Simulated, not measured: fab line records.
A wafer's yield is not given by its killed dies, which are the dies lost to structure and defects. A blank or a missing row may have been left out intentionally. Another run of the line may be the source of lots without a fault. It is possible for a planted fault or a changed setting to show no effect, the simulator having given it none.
Problem report in the 8D (eight disciplines) form, filled by code | flow sky130 | the parts of the form that need people (team, actions taken, sign-off) are left out

1. THE PROBLEM
On 2 wafers of 1 lot, sort_bin_3_pad_short at SKY_PAD_OPEN_PROBE_99 has a mean of 4.8 %; fault-free wafers read 0.9 %, standard deviation 0.38. Measured from the usual mean, that is +10 standard deviations.
Earliest sighting: wafer L251.3 on prober-01 at day 48 06:59. The record holds 3 wafers of 1 lot with a number at this step. Rule for "out" (also "out of limits"): further than 4 standard deviations from the usual mean. The other wafers with a number count as sound.

2. WHAT IT IS, WHAT IT ISN'T
question                    | is                                                                                                       | is not
which readings at this step | sort_bin_3_pad_short, defect_limited_yield, killed_at_M0_to_M3, killed_dies, sort_n_pass, sort_yield_pct | killed_at_M4_up, killed_at_contacts, killed_at_front_end, killed_at_other, killed_open, killed_short, sort_bin_6_memory
which lots                  | L251                                                                                                     | -
which wafers of those lots  | L251.3, L251.6                                                                                           | L251.1
read on which tools         | prober-01                                                                                                | -
when                        | from day 48 06:59                                                                                        | up to then (1 sound wafer)

3. WHAT RULES OUT EACH SUSPECT
Counting: if a tool at a process step up to the reading ran every lot that is out, it stays a suspect. Sound lots after the first of them don't rule it out here, since some wafers of a struck lot are sound.
- plasma_asher-03 at SKY_METAL2_STRIP_20 (strips in O2/N2): kept. It ran the lot that is out, L251 (day 38 07:09).
- pvd_sputter-01 at SKY_METAL3_SPUTTER_02 (material AlCu, target thk 735 nm, time 39.1 s): kept. It ran the lot that is out, L251 (day 39 11:25).
- pvd_sputter-04 at SKY_METAL5_SPUTTER_04 (material TiN, target thk 70 nm, time 58.3 s): kept. It ran the lot that is out, L251 (day 45 15:05).
- prober-01 at SKY_PAD_OPEN_PROBE_99: kept. It ran the lot that is out, L251 (day 48 06:53). On those wafers its own readings are out: defect_limited_yield, killed_at_M0_to_M3, killed_dies, sort_bin_3_pad_short, sort_n_pass, sort_yield_pct.
- At SKY_METAL2_STRIP_20 on plasma_asher-03, chamber 0 took the sound wafers of the same lots and chamber 1 took the wafers that are out.
Left after counting: plasma_asher-03 at SKY_METAL2_STRIP_20, pvd_sputter-01 at SKY_METAL3_SPUTTER_02, pvd_sputter-04 at SKY_METAL5_SPUTTER_04, prober-01 at SKY_PAD_OPEN_PROBE_99.

4. THE CAUSE (what the simulator had put in)
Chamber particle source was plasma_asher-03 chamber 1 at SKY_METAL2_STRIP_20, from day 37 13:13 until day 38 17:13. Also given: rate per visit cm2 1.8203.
Counting leaves 4 suspects; this tool is one of them.

5. THE EFFECT CHAIN, in route order
Each row: a reading where the mean over the struck wafers with a number is more than 3 standard deviations away from the usual. Scope: only readings with a usual standard deviation given in the record; hours: median across lots of the time from each lot's start at the first step in this table that gives one to its start at this step; sigmas: change in usual standard deviations.
hours | step                  | reading              | usual  | on struck wafers | change | sigmas
0     | SKY_PAD_OPEN_PROBE_99 | defect_limited_yield | 82.3 % | 74.4             | -7.9   | -4.6
0     | SKY_PAD_OPEN_PROBE_99 | killed_at_M0_to_M3   | 43     | 94               | +51    | +7.5
0     | SKY_PAD_OPEN_PROBE_99 | killed_dies          | 87     | 126              | +39    | +4.5
0     | SKY_PAD_OPEN_PROBE_99 | sort_bin_3_pad_short | 0.9 %  | 4.8              | +3.9   | +10
0     | SKY_PAD_OPEN_PROBE_99 | sort_bin_5_function  | 10.5 % | 15.1             | +4.6   | +3.3
0     | SKY_PAD_OPEN_PROBE_99 | sort_n_pass          | 405    | 366              | -39    | -4.5
0     | SKY_PAD_OPEN_PROBE_99 | sort_yield_pct       | 82.3 % | 74.4             | -7.9   | -4.6
It contains these process steps:
- SKY_PAD_OPEN_PROBE_99

6. HOW IT WOULD HAVE BEEN CAUGHT EARLIER
First out-of-limits reading in this record: day 48 06:59, which is 258 hours after fault onset at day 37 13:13.
An alarm limit of 4 standard deviations would not have fired on the tool readings at SKY_METAL2_STRIP_20 for which the record gives a usual standard deviation, since none of them was out on any struck wafer.
Lots out: 1; all had begun SKY_METAL2_STRIP_20 on plasma_asher-03 by day 48 06:59. None of them would have been spared by holding the tool at that moment.
